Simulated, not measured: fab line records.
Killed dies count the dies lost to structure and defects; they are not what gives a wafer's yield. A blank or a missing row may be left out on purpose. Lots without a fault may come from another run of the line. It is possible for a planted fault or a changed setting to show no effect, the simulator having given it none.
The tool behind it: which one? :: flow sky130 :: Sampling: 24 lots, 72 wafers, 5 of 708 route steps

## WHAT EACH GAUGE READ, for each wafer
SKY_LDD_HVN_OVL_MEAS_07.
lot: L075
measured: day 21 02:41
on: overlay-02
LDD_HVN_OVL (nm): -2.0 -1.8 -2.3

lot: L074
measured: day 21 02:26
on: overlay-01
LDD_HVN_OVL (nm): 1.6 1.9 1.9

lot: L076
measured: day 21 14:17
on: overlay-02
LDD_HVN_OVL (nm): -1.2 -1.3 -0.7

lot: L077
measured: day 22 03:47
on: overlay-02
LDD_HVN_OVL (nm): 1.9 1.0 -0.1

lot: L079
measured: day 22 20:28
on: overlay-01
LDD_HVN_OVL (nm): 0.1 1.8 0.9

lot: L078
measured: day 22 21:17
on: overlay-01
LDD_HVN_OVL (nm): 0.2 -0.9 -0.2

lot: L080
measured: day 23 04:40
on: overlay-01
LDD_HVN_OVL (nm): -0.1 0.2 -0.3

lot: L081
measured: day 23 07:28
on: overlay-01
LDD_HVN_OVL (nm): -0.9 1.3 0.1

lot: L082
measured: day 23 11:35
on: overlay-02
LDD_HVN_OVL (nm): -2.1 -1.0 -1.2

lot: L084
measured: day 24 04:51
on: overlay-01
LDD_HVN_OVL (nm): -1.6 0.1 -0.3

lot: L083
measured: day 24 05:44
on: overlay-02
LDD_HVN_OVL (nm): -2.5 -1.9 -1.8

lot: L085
measured: day 24 17:32
on: overlay-02
LDD_HVN_OVL (nm): -0.3 0.5 -0.4

lot: L086
measured: day 24 19:08
on: overlay-01
LDD_HVN_OVL (nm): -2.5 -1.2 0.6

lot: L087
measured: day 24 21:53
on: overlay-02
LDD_HVN_OVL (nm): -1.7 -1.5 0.2

lot: L088
measured: day 25 08:26
on: overlay-01
LDD_HVN_OVL (nm): 0.2 -0.7 -0.1

lot: L089
measured: day 25 14:17
on: overlay-02
LDD_HVN_OVL (nm): -1.7 -0.1 -0.9

lot: L090
measured: day 25 23:29
on: overlay-02
LDD_HVN_OVL (nm): -2.0 0.3 0.2

lot: L091
measured: day 26 03:52
on: overlay-02
LDD_HVN_OVL (nm): -1.1 0.9 0.1

lot: L092
measured: day 26 15:11
on: overlay-01
LDD_HVN_OVL (nm): -0.7 -1.4 -1.2

lot: L093
measured: day 26 20:56
on: overlay-02
LDD_HVN_OVL (nm): -1.3 0.1 1.0

lot: L094
measured: day 27 04:28
on: overlay-01
LDD_HVN_OVL (nm): 0.6 0.8 1.6

lot: L095
measured: day 27 19:29
on: overlay-02
LDD_HVN_OVL (nm): -0.9 -1.5 -1.5

lot: L096
measured: day 27 21:20
on: overlay-01
LDD_HVN_OVL (nm): -0.9 -0.5 -0.6

lot: L097
measured: day 28 05:14
on: overlay-02
LDD_HVN_OVL (nm): 0.8 0.3 -0.2

SKY_CONTACT_CD_MEAS_14: the cd target is 170 nm.
lot: L075
measured: day 32 08:44
on: cdSem-02
cdNm (nm): 170.8 170.6 171.7

lot: L074
measured: day 32 05:43
on: cdSem-02
cdNm (nm): 172.1 171.1 170.4

lot: L076
measured: day 32 20:34
on: cdSem-01
cdNm (nm): 171.6 171.3 171.8

lot: L077
measured: day 33 08:46
on: cdSem-02
cdNm (nm): 169.4 167.9 169.9

lot: L079
measured: day 33 19:25
on: cdSem-01
cdNm (nm): 172.3 170.8 170.3

lot: L078
measured: day 33 20:58
on: cdSem-02
cdNm (nm): 168.7 168.4 167.9

lot: L080
measured: day 34 04:50
on: cdSem-01
cdNm (nm): 169.9 168.7 168.2

lot: L081
measured: day 34 06:13
on: cdSem-02
cdNm (nm): 169.7 170.1 171.5

lot: L082
measured: day 34 09:59
on: cdSem-02
cdNm (nm): 170.1 168.7 168.5

lot: L084
measured: day 35 00:34
on: cdSem-01
cdNm (nm): 170.6 170.6 172.5

lot: L083
measured: day 35 02:49
on: cdSem-01
cdNm (nm): 169.7 170.3 168.9

lot: L085
measured: day 35 11:13
on: cdSem-01
cdNm (nm): 168.3 167.2 167.5

lot: L086
measured: day 35 14:16
on: cdSem-02
cdNm (nm): 171.5 171.1 170.0

lot: L087
measured: day 35 14:23
on: cdSem-02
cdNm (nm): 170.3 169.4 169.8

lot: L088
measured: day 35 23:35
on: cdSem-02
cdNm (nm): 169.3 168.6 167.1

lot: L089
measured: day 36 05:15
on: cdSem-02
cdNm (nm): 170.6 170.4 169.9

lot: L090
measured: day 36 13:35
on: cdSem-01
cdNm (nm): 169.2 168.1 168.8

lot: L091
measured: day 36 16:10
on: cdSem-01
cdNm (nm): 171.1 171.4 171.2

lot: L092
measured: day 37 04:28
on: cdSem-02
cdNm (nm): 169.2 169.3 168.8

lot: L093
measured: day 37 10:34
on: cdSem-02
cdNm (nm): 171.6 171.6 172.0

lot: L094
measured: day 37 15:13
on: cdSem-01
cdNm (nm): 169.6 170.9 171.8

lot: L095
measured: day 38 04:40
on: cdSem-01
cdNm (nm): 170.3 170.6 170.9

lot: L096
measured: day 38 05:34
on: cdSem-01
cdNm (nm): 170.4 170.5 169.1

lot: L097
measured: day 38 13:04
on: cdSem-01
cdNm (nm): 171.7 172.0 172.1

SKY_VIA1_OVL_MEAS_13.
lot: L075
measured: day 34 17:31
on: overlay-02
VIA1_OVL (nm): 7 9 1

lot: L074
measured: day 34 14:45
on: overlay-01
VIA1_OVL (nm): -4 1 -6

lot: L076
measured: day 35 05:10
on: overlay-02
VIA1_OVL (nm): 3 0 5

lot: L077
measured: day 35 16:34
on: overlay-02
VIA1_OVL (nm): -3 -5 -7

lot: L079
measured: day 36 03:42
on: overlay-02
VIA1_OVL (nm): 8 10 11

lot: L078
measured: day 36 04:11
on: overlay-01
VIA1_OVL (nm): -4 1 4

lot: L080
measured: day 36 11:40
on: overlay-02
VIA1_OVL (nm): -2 -5 -7

lot: L081
measured: day 36 13:43
on: overlay-02
VIA1_OVL (nm): 15 3 -2

lot: L082
measured: day 36 17:01
on: overlay-01
VIA1_OVL (nm): 9 11 12

lot: L084
measured: day 37 06:58
on: overlay-01
VIA1_OVL (nm): 6 -3 10

lot: L083
measured: day 37 09:07
on: overlay-02
VIA1_OVL (nm): -12 4 -11

lot: L085
measured: day 37 18:00
on: overlay-02
VIA1_OVL (nm): 10 13 13

lot: L086
measured: day 37 19:40
on: overlay-02
VIA1_OVL (nm): 6 -5 11

lot: L087
measured: day 37 19:59
on: overlay-01
VIA1_OVL (nm): 4 2 7

lot: L088
measured: day 38 05:08
on: overlay-02
VIA1_OVL (nm): 13 15 14

lot: L089
measured: day 38 11:34
on: overlay-02
VIA1_OVL (nm): 8 4 9

lot: L090
measured: day 38 17:58
on: overlay-02
VIA1_OVL (nm): -1 0 5

lot: L091
measured: day 38 21:45
on: overlay-02
VIA1_OVL (nm): -3 -3 10

lot: L092
measured: day 39 09:44
on: overlay-01
VIA1_OVL (nm): 5 3 11

lot: L093
measured: day 39 15:43
on: overlay-02
VIA1_OVL (nm): -8 2 2

lot: L094
measured: day 39 19:22
on: overlay-01
VIA1_OVL (nm): 4 -2 -3

lot: L095
measured: day 40 10:34
on: overlay-01
VIA1_OVL (nm): -1 -2 -2

lot: L096
measured: day 40 10:55
on: overlay-01
VIA1_OVL (nm): 9 11 11

lot: L097
measured: day 40 17:38
on: overlay-01
VIA1_OVL (nm): 8 6 3

## EACH LOT AND THE TOOL THAT RAN IT (in order: tool; ch and the chambers of the sampled wafers; start)
lot: L075
SKY_POLY_GATE_ETCH_16: rieDiel-03 ch 2,3, day 17 01:16
SKY_METAL1_SPUTTER_01: pvdSputter-03, day 32 10:17

lot: L074
SKY_POLY_GATE_ETCH_16: rieDiel-01 ch 1,2, day 17 01:41
SKY_METAL1_SPUTTER_01: pvdSputter-02, day 32 07:16

lot: L076
SKY_POLY_GATE_ETCH_16: rieDiel-03 ch 0,2,3, day 17 15:30
SKY_METAL1_SPUTTER_01: pvdSputter-01, day 32 22:30

lot: L077
SKY_POLY_GATE_ETCH_16: rieDiel-02 ch 0,1,3, day 18 04:48
SKY_METAL1_SPUTTER_01: pvdSputter-01, day 33 10:20

lot: L079
SKY_POLY_GATE_ETCH_16: rieDiel-02 ch 2,3, day 18 20:59
SKY_METAL1_SPUTTER_01: pvdSputter-03, day 33 20:59

lot: L078
SKY_POLY_GATE_ETCH_16: rieDiel-03 ch 1,2, day 18 21:13
SKY_METAL1_SPUTTER_01: pvdSputter-03, day 33 22:31

lot: L080
SKY_POLY_GATE_ETCH_16: rieDiel-02 ch 1,2,3, day 19 06:32
SKY_METAL1_SPUTTER_01: pvdSputter-01, day 34 06:27

lot: L081
SKY_POLY_GATE_ETCH_16: rieDiel-01 ch 0,1,2, day 19 07:47
SKY_METAL1_SPUTTER_01: pvdSputter-03, day 34 07:49

lot: L082
SKY_POLY_GATE_ETCH_16: rieDiel-03 ch 1,2,3, day 19 12:52
SKY_METAL1_SPUTTER_01: pvdSputter-03, day 34 11:31

lot: L084
SKY_POLY_GATE_ETCH_16: rieDiel-01 ch 0,2,3, day 20 07:13
SKY_METAL1_SPUTTER_01: pvdSputter-01, day 35 02:04

lot: L083
SKY_POLY_GATE_ETCH_16: rieDiel-03 ch 0,1,3, day 20 07:52
SKY_METAL1_SPUTTER_01: pvdSputter-02, day 35 04:21

lot: L085
SKY_POLY_GATE_ETCH_16: rieDiel-02 ch 0,1,2, day 20 19:43
SKY_METAL1_SPUTTER_01: pvdSputter-01, day 35 12:50

lot: L086
SKY_POLY_GATE_ETCH_16: rieDiel-01 ch 0,1, day 20 21:19
SKY_METAL1_SPUTTER_01: pvdSputter-02, day 35 15:53

lot: L087
SKY_POLY_GATE_ETCH_16: rieDiel-03 ch 1,2,3, day 21 01:01
SKY_METAL1_SPUTTER_01: pvdSputter-01, day 35 16:04

lot: L088
SKY_POLY_GATE_ETCH_16: rieDiel-01 ch 0,2,3, day 21 11:40
SKY_METAL1_SPUTTER_01: pvdSputter-01, day 36 01:22

lot: L089
SKY_POLY_GATE_ETCH_16: rieDiel-02 ch 2,3, day 21 16:46
SKY_METAL1_SPUTTER_01: pvdSputter-01, day 36 06:46

lot: L090
SKY_POLY_GATE_ETCH_16: rieDiel-03 ch 0,1,2, day 22 03:10
SKY_METAL1_SPUTTER_01: pvdSputter-03, day 36 15:07

lot: L091
SKY_POLY_GATE_ETCH_16: rieDiel-02 ch 0,2,3, day 22 07:24
SKY_METAL1_SPUTTER_01: pvdSputter-02, day 36 17:45

lot: L092
SKY_POLY_GATE_ETCH_16: rieDiel-02 ch 1,2,3, day 22 18:46
SKY_METAL1_SPUTTER_01: pvdSputter-01, day 37 06:00

lot: L093
SKY_POLY_GATE_ETCH_16: rieDiel-02 ch 0,1,3, day 23 00:04
SKY_METAL1_SPUTTER_01: pvdSputter-01, day 37 12:07

lot: L094
SKY_POLY_GATE_ETCH_16: rieDiel-02 ch 1,3, day 23 08:31
SKY_METAL1_SPUTTER_01: pvdSputter-03, day 37 16:44

lot: L095
SKY_POLY_GATE_ETCH_16: rieDiel-03 ch 0,2, day 23 22:43
SKY_METAL1_SPUTTER_01: pvdSputter-02, day 38 06:13

lot: L096
SKY_POLY_GATE_ETCH_16: rieDiel-01 ch 0,1,3, day 24 01:04
SKY_METAL1_SPUTTER_01: pvdSputter-01, day 38 07:07

lot: L097
SKY_POLY_GATE_ETCH_16: rieDiel-03 ch 0,2,3, day 24 06:52
SKY_METAL1_SPUTTER_01: pvdSputter-03, day 38 14:37
- SKY_POLY_GATE_ETCH_16: etches Si3N4 in CH3F/O2, stops on poly-Si, time 147.5 s, target depth 75 nm.
- SKY_METAL1_SPUTTER_01: material TiN, target thk 20 nm, time 16.7 s.

## WHAT THE TOOLS THEMSELVES READ (means of the sampled wafers that have a number; where no wafer has one, the mark that the record gives instead)
SKY_POLY_GATE_ETCH_16.
lot: L075
tool: rieDiel-03
biasW (W): 79.79
drypumpMotorCurrentA (A): 5.7
oesProductAu (a.u.): 0.649
throttleValvePct (%): 10.537

lot: L074
tool: rieDiel-01
biasW (W): 80.05
drypumpMotorCurrentA (A): 5.6
oesProductAu (a.u.): 0.643
throttleValvePct (%): 10.534

lot: L076
tool: rieDiel-03
biasW (W): 79.97
drypumpMotorCurrentA (A): 6.1
oesProductAu (a.u.): 0.638
throttleValvePct (%): 10.547

lot: L077
tool: rieDiel-02
biasW (W): 80.02
drypumpMotorCurrentA (A): 5.9
oesProductAu (a.u.): 0.639
throttleValvePct (%): 10.528

lot: L079
tool: rieDiel-02
biasW (W): 79.79
drypumpMotorCurrentA (A): 5.9
oesProductAu (a.u.): 0.640
throttleValvePct (%): 10.536

lot: L078
tool: rieDiel-03
biasW (W): 80.06
drypumpMotorCurrentA (A): 6.0
oesProductAu (a.u.): 0.636
throttleValvePct (%): 10.532

lot: L080
tool: rieDiel-02
biasW (W): 79.88
drypumpMotorCurrentA (A): 5.8
oesProductAu (a.u.): 0.635
throttleValvePct (%): 10.538

lot: L081
tool: rieDiel-01
biasW (W): 79.99
drypumpMotorCurrentA (A): 5.9
oesProductAu (a.u.): 0.642
throttleValvePct (%): 10.532

lot: L082
tool: rieDiel-03
biasW (W): 80.08
drypumpMotorCurrentA (A): 6.0
oesProductAu (a.u.): 0.649
throttleValvePct (%): 10.535

lot: L084
tool: rieDiel-01
biasW (W): 80.21
drypumpMotorCurrentA (A): 5.8
oesProductAu (a.u.): 0.638
throttleValvePct (%): 10.532

lot: L083
tool: rieDiel-03
biasW (W): 80.22
drypumpMotorCurrentA (A): 6.3
oesProductAu (a.u.): 0.640
throttleValvePct (%): 10.524

lot: L085
tool: rieDiel-02
biasW (W): 79.97
drypumpMotorCurrentA (A): 5.8
oesProductAu (a.u.): 0.641
throttleValvePct (%): 10.537

lot: L086
tool: rieDiel-01
biasW (W): 79.99
drypumpMotorCurrentA (A): 6.2
oesProductAu (a.u.): 0.639
throttleValvePct (%): 10.536

lot: L087
tool: rieDiel-03
biasW (W): 79.65
drypumpMotorCurrentA (A): 5.9
oesProductAu (a.u.): 0.637
throttleValvePct (%): 10.536

lot: L088
tool: rieDiel-01
biasW (W): 79.84
drypumpMotorCurrentA (A): 5.8
oesProductAu (a.u.): 0.639
throttleValvePct (%): 10.532

lot: L089
tool: rieDiel-02
biasW (W): 80.08
drypumpMotorCurrentA (A): 5.9
oesProductAu (a.u.): 0.639
throttleValvePct (%): 10.542

lot: L090
tool: rieDiel-03
biasW (W): 79.86
drypumpMotorCurrentA (A): 6.1
oesProductAu (a.u.): 0.636
throttleValvePct (%): 10.533

lot: L091
tool: rieDiel-02
biasW (W): 80.06
drypumpMotorCurrentA (A): 6.0
oesProductAu (a.u.): 0.638
throttleValvePct (%): 10.537

lot: L092
tool: rieDiel-02
biasW (W): 79.96
drypumpMotorCurrentA (A): 5.8
oesProductAu (a.u.): 0.643
throttleValvePct (%): 10.537

lot: L093
tool: rieDiel-02
biasW (W): 79.94
drypumpMotorCurrentA (A): 5.9
oesProductAu (a.u.): 0.641
throttleValvePct (%): 10.529

lot: L094
tool: rieDiel-02
biasW (W): 80.21
drypumpMotorCurrentA (A): 5.9
oesProductAu (a.u.): 0.644
throttleValvePct (%): 10.546

lot: L095
tool: rieDiel-03
biasW (W): 80.12
drypumpMotorCurrentA (A): 5.9
oesProductAu (a.u.): 0.639
throttleValvePct (%): 10.541

lot: L096
tool: rieDiel-01
biasW (W): 79.89
drypumpMotorCurrentA (A): 6.1
oesProductAu (a.u.): 0.636
throttleValvePct (%): 10.541

lot: L097
tool: rieDiel-03
biasW (W): 79.97
drypumpMotorCurrentA (A): 6.1
oesProductAu (a.u.): 0.646
throttleValvePct (%): 10.533

SKY_METAL1_SPUTTER_01.
lot: L075
tool: pvdSputter-03
throttleValvePct (%): 29.9

lot: L074
tool: pvdSputter-02
throttleValvePct (%): 30.7

lot: L076
tool: pvdSputter-01
throttleValvePct (%): 29.8

lot: L077
tool: pvdSputter-01
throttleValvePct (%): 29.7

lot: L079
tool: pvdSputter-03
throttleValvePct (%): 28.8

lot: L078
tool: pvdSputter-03
throttleValvePct (%): 29.2

lot: L080
tool: pvdSputter-01
throttleValvePct (%): 29.5

lot: L081
tool: pvdSputter-03
throttleValvePct (%): 29.1

lot: L082
tool: pvdSputter-03
throttleValvePct (%): 28.9

lot: L084
tool: pvdSputter-01
throttleValvePct (%): 29.8

lot: L083
tool: pvdSputter-02
throttleValvePct (%): 30.0

lot: L085
tool: pvdSputter-01
throttleValvePct (%): 30.2

lot: L086
tool: pvdSputter-02
throttleValvePct (%): 31.0

lot: L087
tool: pvdSputter-01
throttleValvePct (%): 29.9

lot: L088
tool: pvdSputter-01
throttleValvePct (%): 29.9

lot: L089
tool: pvdSputter-01
throttleValvePct (%): 29.8

lot: L090
tool: pvdSputter-03
throttleValvePct (%): 29.1

lot: L091
tool: pvdSputter-02
throttleValvePct (%): 31.6

lot: L092
tool: pvdSputter-01
throttleValvePct (%): 29.4

lot: L093
tool: pvdSputter-01
throttleValvePct (%): 29.6

lot: L094
tool: pvdSputter-03
throttleValvePct (%): 30.0

lot: L095
tool: pvdSputter-02
throttleValvePct (%): 30.2

lot: L096
tool: pvdSputter-01
throttleValvePct (%): 29.8

lot: L097
tool: pvdSputter-03
throttleValvePct (%): 29.4

## THE ANSWER, worked out from the rows above alone
Rule: usual is defined by the lots themselves. Put in order of their means at a reading, lots are off if they are a third of the lots or fewer, leave a main group of 4 or more, and stand apart from it by a gap of 3 or more times the standard deviation of the main group's means; of several such gaps the widest counts. A main group is skipped when, at the precision printed for the reading in the tables above, its means are all equal. Also off: a lot with no number at a reading for which 4 or more lots have one. All remaining lots with rows at the step are treated as sound. The gauges are gone through in route order, then the tools' own readings, and for those a lot's mean is taken as printed above. At the first step where some lot is off, the reading lying furthest off is the one used; lots without a number count as furthest.
No lot is off at any reading shown: from this, nothing can be told.

## WHAT THE SIMULATOR HAD INSERTED
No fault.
